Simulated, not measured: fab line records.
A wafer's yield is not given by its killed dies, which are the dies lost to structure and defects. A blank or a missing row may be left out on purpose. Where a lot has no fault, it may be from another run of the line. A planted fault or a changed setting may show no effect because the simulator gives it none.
fab line records ; flow sfq_line ; part 2 of 2: steps 25 to 33 of 33
[record] lots = 5; wafers = 15; last_day = 91
route steps=325 shown C5@249 M6@251 I6@266 M7@281
lots that met no fault: taken from a fault-free run of the same line
start_h: start of the lot's first displayed wafer, in hours after the record's first day ; wait_h: hours since the lot's step before ; " the same as in the row above ; L1.1+2: a single row standing in for several wafers ; - no value present, or no start provided ; * or withheld: withheld ; < > ~ a bound
route shown NAME@n: a module of which the file shows steps, and the number in the route of the first ; usual: mean/standard deviation taken from wafers without a fault ; same: alike in all rows ; chamber/n: place in a boat ; sites: readings site by site ; _std_site: their standard deviation ; _edge_site: the outer-site mean with the inner-site mean subtracted ; radius_mm: how far each site lies from the wafer's centre ; mask NAME#n: copy n ; behind: the last tool/chamber to shape the wafer ; hold: cause of the lot's hold/its duration in hours/its outcome ; device: transistor that didn't switch, given as n, p or np ; end of line: at the end of the route, the tests of the same wafers ; step lacking rows: just its recipe ; killed: not the wafer's yield, but the dies lost to structure and defects at the first sort ; map: shows each die of a wafer: x if killed, . if not, _ if none is there
set.NAME: the setting that was run; set.NAME@STEP: the one run at that earlier step ; model.NAME: the simulator's own value behind a step, which no gauge read
lots at some steps of the route; a table a step, a row a wafer
services: from which hour (start_h, from the record's first day; less than 0 if before it) a tool's chamber was out of use, for how many hours, and why
[[steps]]
[step SFQ_TRILAYER_I6_VIA_LITHO_PEB_172]
[recipe] peb_temp_c = 115; peb_time_s = 60; resist = KrF
lot.wafer;tool;chamber;start_h;wait_h
L077.3+5+6;litho_track-03;0;1889.49;0.7
L080.2+4+5;litho_track-03;0;1930.99;0.8
L082.1+2+4;litho_track-03;0;1934.56;1.0
L090.1+2+6;litho_track-03;0;1983.76;1.0
L095.2+3+4;litho_track-02;0;1994.59;0.8
[step SFQ_TRILAYER_I6_VIA_LITHO_DEVELOP_171]
[recipe] time_s = 60; resist = KrF
lot.wafer;tool;chamber;start_h;wait_h
L077.3+5+6;litho_track-03;0;1889.64;0.1
L080.2+4+5;litho_track-03;0;1931.14;0.1
L082.1+2+4;litho_track-03;0;1934.71;0.1
L090.1+2+6;litho_track-03;0;1983.91;0.1
L095.2+3+4;litho_track-02;0;1994.74;0.1
[step SFQ_I6_OVL_MEAS_942]
[usual] I6_OVL = -5/4.8
lot.wafer;tool;chamber;start_h;wait_h;I6_OVL[nm]
L077.3;overlay-01;-;1889.75;0.1;-6
L077.5;overlay-01;-;1889.75;0.1;-3
L077.6;overlay-01;-;1889.75;0.1;-2
L080.2;overlay-02;-;1931.27;0.1;-2
L080.4;overlay-02;-;1931.27;0.1;-6
L080.5;overlay-02;-;1931.27;0.1;-7
L082.1;overlay-01;-;1934.86;0.1;-6
L082.2;overlay-01;-;1934.86;0.1;-2
L082.4;overlay-01;-;1934.86;0.1;-4
L090.1;overlay-01;-;1984.06;0.1;-12
L090.2;overlay-01;-;1984.06;0.1;-4
L090.6;overlay-01;-;1984.06;0.1;0
L095.2;overlay-01;-;1994.87;0.1;-2
L095.3;overlay-01;-;1994.87;0.1;-6
L095.4;overlay-01;-;1994.87;0.1;0
[step SFQ_TRILAYER_I6_VIA_BARC_OPEN_VIA_ETCH_235]
[recipe] mask_material = PR; chemistry = O2; target_depth_nm = 125; target = BARC; source_w = 500; bias_w = 80; pressure_mtorr = 30; time_s = 41.7
[usual] chamber_pressure_mTorr = 30.006/0.028; drypump_motor_current_A = 5.7/0.39; oes_product_au = 0.685/0.0046
lot.wafer;tool;chamber;start_h;wait_h;chamber_pressure_mTorr;drypump_motor_current_A;oes_product_au;rf_hours_counter_h
L077.3;rie_diel-03;0;1889.77;0.0;29.982;5.5;0.691;2
L077.5;rie_diel-03;1;1889.77;0.0;29.957;5.6;0.695;-
L077.6;rie_diel-03;0;1889.77;0.0;30.060;5.5;0.691;-
L080.2;rie_diel-02;2;1931.30;0.0;29.972;5.9;0.692;7
L080.4;rie_diel-02;3;1931.30;0.0;29.988;6.2;0.689;-
L080.5;rie_diel-02;2;1931.30;0.0;29.998;5.9;0.686;-
L082.1;rie_diel-02;0;1934.90;0.0;29.982;5.9;0.688;5
L082.2;rie_diel-02;2;1934.90;0.0;30.047;5.9;0.687;7
L082.4;rie_diel-02;0;1934.90;0.0;29.945;5.9;0.690;-
L090.1;rie_diel-03;0;1984.10;0.0;30.045;5.5;0.688;3
L090.2;rie_diel-03;3;1984.10;0.0;29.985;5.7;0.689;15
L090.6;rie_diel-03;2;1984.10;0.0;29.999;4.7;0.679;-
L095.2;rie_diel-02;2;1994.90;0.0;30.054;5.9;0.685;8
L095.3;rie_diel-02;1;1994.90;0.0;29.994;5.2;0.683;1
L095.4;rie_diel-02;0;1994.90;0.0;30.007;5.9;0.681;6
[step SFQ_TRILAYER_I6_VIA_ETCH_VIA_ETCH_172]
[recipe] target = SiO2; stop_on = Nb; mask_material = PR; taper_deg = 20; chemistry = CHF3; target_depth_nm = 260; source_w = 500; bias_w = 80; pressure_mtorr = 30; time_s = withheld
[usual] chamber_pressure_mTorr = 30.001/0.027; drypump_motor_current_A = 5.7/0.4; oes_product_au = 0.853/0.0057
lot.wafer;tool;chamber;start_h;wait_h;chamber_pressure_mTorr;drypump_motor_current_A;oes_product_au
L077.3;rie_diel-03;0;1889.81;0.0;30.004;5.6;0.855
L077.5;rie_diel-03;1;1889.81;0.0;30.004;5.6;0.858
L077.6;rie_diel-03;0;1889.81;0.0;30.026;5.6;0.840
L080.2;rie_diel-02;2;1931.34;0.0;30.003;5.9;0.852
L080.4;rie_diel-02;3;1931.34;0.0;29.960;6.2;0.857
L080.5;rie_diel-02;2;1931.34;0.0;29.977;5.9;0.855
L082.1;rie_diel-02;0;1934.94;0.0;30.001;5.9;0.862
L082.2;rie_diel-02;2;1934.94;0.0;29.981;5.9;0.848
L082.4;rie_diel-02;0;1934.94;0.0;30.003;6.0;0.847
L090.1;rie_diel-03;0;1984.14;0.0;29.965;5.6;0.853
L090.2;rie_diel-03;3;1984.14;0.0;30.032;5.7;0.848
L090.6;rie_diel-03;2;1984.14;0.0;30.000;4.7;0.848
L095.2;rie_diel-02;2;1994.94;0.0;30.024;5.9;0.861
L095.3;rie_diel-02;1;1994.94;0.0;30.015;5.1;0.853
L095.4;rie_diel-02;0;1994.94;0.0;30.044;5.9;0.848
[step SFQ_TRILAYER_I6_VIA_STRIP_STRIP_173]
[recipe] gas = O2; power_w = 200; platen_temp_c = 40; overash_fraction = 0.65; chemistry = O2; pressure_mtorr = 50
[usual] chamber_pressure_mTorr = 50.00/0.047; drypump_motor_current_A = 6.2/0.46; oes_product_au = 1.004/0.0086
[same] overash_fraction = 0.65
lot.wafer;tool;chamber;start_h;wait_h;chamber_pressure_mTorr;drypump_motor_current_A;oes_product_au;rf_hours_counter_h
L077.3;rie_metal-04;1;1890.13;-;50.04;6.6;1.004;-
L077.5;rie_metal-04;1;1890.13;-;50.00;6.6;1.002;-
L077.6;rie_metal-04;0;1890.13;-;49.96;6.5;1.004;-
L080.2;rie_metal-04;1;1931.45;-;49.96;6.7;1.004;77
L080.4;rie_metal-04;0;1931.45;-;50.05;6.4;1.008;-
L080.5;rie_metal-04;1;1931.45;-;50.10;6.7;1.013;-
L082.1;rie_metal-03;1;1935.05;-;49.99;6.1;1.007;114
L082.2;rie_metal-03;0;1935.05;-;50.07;6.4;1.006;121
L082.4;rie_metal-03;1;1935.05;-;49.97;6.1;1.006;-
L090.1;rie_metal-03;1;1984.25;-;50.06;6.0;0.999;124
L090.2;rie_metal-03;0;1984.25;-;49.94;6.3;1.007;131
L090.6;rie_metal-03;0;1984.25;-;49.92;6.3;1.008;-
L095.2;rie_metal-04;0;1995.05;-;49.99;6.5;1.017;78
L095.3;rie_metal-04;0;1995.05;-;49.94;6.5;1.002;-
L095.4;rie_metal-04;1;1995.05;-;49.99;6.6;0.998;-
[step SFQ_TRILAYER_I6_VIA_STRIP_SOLV_CLEAN_174]
[recipe] chemistry = NMP; temp_c = 70; time_s = 600
[usual] bath_heat_duty_pct = 13.5/1.5
lot.wafer;tool;chamber;start_h;wait_h;bath_heat_duty_pct
L077.3;wet_bench-03;1;1890.53;0.2;15.8
L077.5;wet_bench-03;2;1890.53;0.2;15.2
L077.6;wet_bench-03;7;1890.53;0.2;14.0
L080.2;wet_bench-02;5;1932.05;0.4;12.2
L080.4;wet_bench-02;7;1932.05;0.4;15.1
L080.5;wet_bench-02;1;1932.05;0.4;14.1
L082.1;wet_bench-02;0;1935.65;0.4;12.7
L082.2;wet_bench-02;1;1935.65;0.4;13.0
L082.4;wet_bench-02;2;1935.65;0.4;13.3
L090.1;wet_bench-03;4;1984.85;0.4;14.3
L090.2;wet_bench-03;2;1984.85;0.4;14.0
L090.6;wet_bench-03;5;1984.85;0.4;13.0
L095.2;wet_bench-04;2;1995.65;0.4;15.8
L095.3;wet_bench-04;1;1995.65;0.4;15.8
L095.4;wet_bench-04;5;1995.65;0.4;12.6
[step SFQ_TRILAYER_M7_DEP_PRE_CLEAN_176]
[recipe] gas = Ar; time_s = 22.5; bias_v = 250
lot.wafer;tool;chamber;start_h;wait_h
L077.3+5+6;pvd_sputter-06;-;1890.72;0.0
L080.2+4+5;pvd_sputter-06;-;1932.40;0.0
L082.1+2+4;pvd_sputter-05;-;1936.00;0.0
L090.1+2+6;pvd_sputter-05;-;1985.04;0.0
L095.2+3+4;pvd_sputter-05;-;1995.82;0.0
[step SFQ_TRILAYER_M7_DEP_SPUTTER_175]
[recipe] material = Nb; base_pressure_pa = 1.33e-06; chamber_pressure_pa = 0.1333; substrate_temp_c = 20; target_thk_nm = 200; power_w = 2000; time_s = 133.3
[usual] base_pressure_pa = 1.33e-06/9.4e-08; throttle_valve_pct = 30.1/0.83
lot.wafer;tool;chamber;start_h;wait_h;base_pressure_pa;throttle_valve_pct
L077.3;pvd_sputter-06;-;1890.75;0.0;1.32e-06;30.4
L077.5;pvd_sputter-06;-;1890.75;0.0;1.38e-06;30.2
L077.6;pvd_sputter-06;-;1890.75;0.0;1.37e-06;30.3
L080.2;pvd_sputter-06;-;1932.43;0.0;1.31e-06;30.3
L080.4;pvd_sputter-06;-;1932.43;0.0;1.29e-06;29.4
L080.5;pvd_sputter-06;-;1932.43;0.0;1.33e-06;29.5
L082.1;pvd_sputter-05;-;1936.03;0.0;1.38e-06;29.2
L082.2;pvd_sputter-05;-;1936.03;0.0;1.49e-06;29.6
L082.4;pvd_sputter-05;-;1936.03;0.0;1.35e-06;29.8
L090.1;pvd_sputter-05;-;1985.07;0.0;1.31e-06;29.2
L090.2;pvd_sputter-05;-;1985.07;0.0;1.31e-06;29.6
L090.6;pvd_sputter-05;-;1985.07;0.0;1.14e-06;28.9
L095.2;pvd_sputter-05;-;1995.85;0.0;1.37e-06;29.7
L095.3;pvd_sputter-05;-;1995.85;0.0;1.09e-06;29.4
L095.4;pvd_sputter-05;-;1995.85;0.0;1.42e-06;29.2
[[services]]
tool;chamber;start_h;hours;kind
krf_scanner-02;-;1762.94;0.8;pm
krf_scanner-02;-;1778.49;0.9;repair
pvd_sputter-06;-;1786.19;9.1;repair
krf_scanner-02;-;1790.99;1.0;pm
rie_diel-02;2;1793.02;4.3;repair
krf_scanner-02;-;1810.32;0.5;repair
pvd_sputter-05;-;1812.41;8.0;repair
rie_diel-02;-;1828.77;0.7;repair
pvd_sputter-05;-;1847.08;5.4;repair
krf_scanner-01;-;1850.17;0.8;pm
krf_scanner-01;-;1852.24;1.0;pm
krf_scanner-01;-;1858.17;1.3;repair
krf_scanner-02;-;1874.76;0.4;repair
pvd_sputter-05;-;1883.99;8.1;repair
rie_diel-02;1;1884.70;3.0;repair
krf_scanner-02;-;1887.16;1.3;pm
pvd_sputter-04;-;1887.56;6.5;repair
rie_metal-02;-;1919.31;0.6;repair
rie_diel-02;1;1929.05;21.4;repair
pvd_sputter-05;-;1937.86;2.5;repair
pvd_sputter-05;-;1961.09;7.1;repair
pvd_sputter-04;-;1961.12;15.2;repair
rie_metal-02;-;1977.56;2.8;pm
rie_metal-02;-;1981.10;0.8;repair
